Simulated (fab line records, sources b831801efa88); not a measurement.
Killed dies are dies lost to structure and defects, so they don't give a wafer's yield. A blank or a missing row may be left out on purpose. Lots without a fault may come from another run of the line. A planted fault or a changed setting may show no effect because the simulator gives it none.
A struck lot beside a sound one | flow sky130 | 17 steps out of a route of 708
Sound: wafers L826.1, L826.4, L826.6. Struck: wafers L828.4, L828.5, L828.6. The cause comes at the end.
At each step with rows: each side's tool, then ch and its chambers, then its first start. Under that, the readings that differ: sound wafers | struck wafers | difference of the means | sigmas: that difference in standard deviations of wafers without a fault.
alike: readings whose means differ by less than 2 such deviations, and words and numbers that are the same on both sides. not compared: withheld readings, readings that some wafer has no value for, bounds like >300 that may hide the same value, and numbers for which the record gives no deviation and whose values overlap.
The two part at a step that has a row with sigmas, a row that says differs or no value, or rows on one side only. Numbers that don't overlap but have no deviation are shown without sigmas and don't part them. A reading that every wafer of one side lacks parts them only if that side has two wafers or more.

first, 1 step without rows for these wafers: SKY_LDD_N_IMPLANT_15.
SKY_LDD_N_STRIP_16: strips in O2/N2.
  sound on plasma_asher-02 ch 0,1, day 21 02:41; struck on plasma_asher-02 ch 0,1, day 21 18:51
  alike: drypump_motor_current_A, oes_product_au, strip_time_to_endpoint_s
  not compared: rf_hours_counter_h
SKY_LDD_N_TW_MEAS_17:
  sound on film_metro-03, day 21 02:47; struck on film_metro-03, day 21 18:56
  alike: LDD_N_TW
then, 3 steps without rows for these wafers: SKY_LDD_P_DEHYDRATE_00 (time 60 s); SKY_LDD_P_HMDS_01 (prime time 60 s); SKY_LDD_P_COAT_02 (resist thk 1140 nm).
SKY_LDD_P_SOFTBAKE_03: time 61.51 s.
  sound on litho_track-01 ch 0, day 21 18:11; struck on litho_track-03 ch 0, day 22 09:28
  alike: plate_sensor_t_centre_C, plate_sensor_t_edge_C
then, 3 steps without rows for these wafers: SKY_LDD_P_EXPOSE_04 (exposes mask PSDM, target cd 380 nm); SKY_LDD_P_PEB_05; SKY_LDD_P_DEVELOP_06 (develop time 60 s).
SKY_LDD_P_CD_MEAS_07: target cd 380 nm.
  sound on cd_sem-02, day 22 08:50; struck on cd_sem-01, day 23 00:13
  reading    | sound             | struck            | difference | sigmas
  cd_nm (nm) | 383.7 380.6 379.8 | 377.2 376.3 373.9 | -5.6       | -2
SKY_LDD_P_OVL_MEAS_08:
  sound on overlay-02, day 22 08:57; struck on overlay-01, day 23 00:17
  alike: LDD_P_OVL
SKY_LDD_P_IMPLANT_09:
  sound on implanter-01 ch 0, day 22 08:59; struck on implanter-04 ch 0, day 23 00:23
  reading            | sound                      | struck                        | difference | sigmas
  dose_ions_cm2      | 1e+13 1.0013e+13 9.988e+12 | 5.782e+12 5.737e+12 5.753e+12 | -4.243e+12 | -99 or more
  faraday_current_uA | 56.0 56.9 57.1             | 33.3 33.5 31.6                | -23.9      | -20
SKY_LDD_P_STRIP_10: strips in O2/N2.
  sound on plasma_asher-04 ch 1, day 22 09:08; struck on plasma_asher-03 ch 0,1, day 23 00:29
  reading                     | sound       | struck      | difference | sigmas
  drypump_motor_current_A (A) | 4.8 4.8 4.8 | 5.8 5.8 6.2 | +1.1       | +2
  alike: oes_product_au, strip_time_to_endpoint_s
  not compared: rf_hours_counter_h
SKY_LDD_P_TW_MEAS_11:
  sound on film_metro-04, day 22 09:14; struck on film_metro-03, day 23 00:35
  reading  | sound       | struck      | difference | sigmas
  LDD_P_TW | 640 639 640 | 535 530 533 | -107       | -25
then, 1 step without rows for these wafers: SKY_LDD_HVN_DEHYDRATE_00 (time 60 s).
-- the record jumps here: 25 days lie between the struck wafers' starts before and after (it left off in module LDD_HVN and takes up again in module PAD_OPEN, whose first step shown is number 708 of the route) --
SKY_PAD_OPEN_PROBE_99:
  sound on prober-02, day 48 00:55; struck on prober-01, day 48 11:19
  reading                                 | sound                | struck                        | difference | sigmas
  model.etest.tip_p.rs_ohm_sq             | 6755 6737 6693       | 1.091e+04 1.099e+04 1.095e+04 | +4.222e+03 |
  model.etest.tip_p.rs_ohm_sq_range       | 216.3 159.7 188.6    | 414.3 425.6 521               | +265.4     |
  model.etest.pfet_01v8.r_on_ohm_um       | 2852 2841 2852       | 2951 2964 3033                | +134       |
  model.etest.pfet_01v8.drive_ua_um       | 198 198.4 197.8      | 186.5 186.6 182.1             | -13.0      |
  model.etest.pfet_01v8_hvt.drive_ua_um   | 147.5 147.9 146.8    | 136.3 136.2 134.9             | -11.6      |
  model.etest.sram_pfet_latch.drive_ua_um | 142.4 143.4 141.7    | 135 137.2 136                 | -6         |
  model.etest.pfet_01v8_lvt.drive_ua_um   | 176.6 177.7 177.3    | 171.7 172.3 169.2             | -6.1       |
  model.etest.pfet_01v8.off_log10_a_um    | -9.139 -9.302 -9.232 | -9.956 -9.72 -10.3            | -0.768     |
  alike: killed_at_M0_to_M3, killed_at_M4_up, killed_at_contacts, killed_at_front_end, killed_at_other, killed_dies, killed_open, killed_short

WHERE THEY PART
First at SKY_LDD_P_CD_MEAS_07; last, within this record, at SKY_LDD_P_TW_MEAS_11. Later steps at which nothing parts them and some readings are alike: SKY_PAD_OPEN_PROBE_99.

WHY: what the simulator had put in
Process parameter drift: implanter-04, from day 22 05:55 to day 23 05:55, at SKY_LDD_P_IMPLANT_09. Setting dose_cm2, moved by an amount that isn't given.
